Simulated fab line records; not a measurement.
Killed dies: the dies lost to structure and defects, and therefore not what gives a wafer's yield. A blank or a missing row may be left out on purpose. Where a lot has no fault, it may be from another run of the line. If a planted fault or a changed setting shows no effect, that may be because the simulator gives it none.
Chamber matching | flow sky130 | SKY_VIA2_CMP_02 on cmp-02 has 4 sister chambers
The step polishes SiO2. 8 wafers are shown with their chamber, then 7 later ones without.

WAFERS, EACH WITH ITS CHAMBER
wafer  | chamber | motor current A (A)
L299.1 | 0       | 11.5
L303.2 | 3       | 11.3
L303.5 | 1       | 11.6
L304.2 | 2       | 12.5
L304.3 | 1       | 11.9
L304.4 | 0       | 12.2
L315.1 | 3       | 11.2
L315.3 | 2       | 12.2

WAFERS WITHOUT THEIR CHAMBER
wafer  | motor current A (A)
L315.6 | 11.6
L316.1 | 11.5
L316.3 | 11.2
L316.4 | 11.8
L317.1 | 11.2
L317.3 | 11.6
L317.6 | 11.6

EACH ONE'S CHAMBER
wafer  | from the rows above               | in truth
L315.6 | can't be placed: 1 or 0 or 3      | 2
L316.1 | can't be placed: 1 or 3 or 0      | 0
L316.3 | can't be placed: 3 or 1           | 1
L316.4 | can't be placed: 0 or 1 or 2 or 3 | 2
L317.1 | can't be placed: 3 or 1           | 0
L317.3 | can't be placed: 1 or 0 or 3      | 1
L317.6 | can't be placed: 1 or 0 or 3      | 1
Correctly placed: 0 of 7. These rows do not allow placing 7 (true chamber among the candidates in 5). Number placed wrongly: 0.
How it was worked out, from the rows above alone: a wafer's distance from a chamber is the root of the sum, over the readings, of the square of ((its reading less the chamber's mean) divided by the reading's scatter). The wafer belongs to the nearest chamber; if the next one is less than 2 further off, it can't be placed. For every chamber, the mean is computed from those of its wafers that are shown. The scatter: take each reading less its chamber's mean, square it, sum over the shown wafers, divide by the number of wafers less the number of chambers, and take the root.
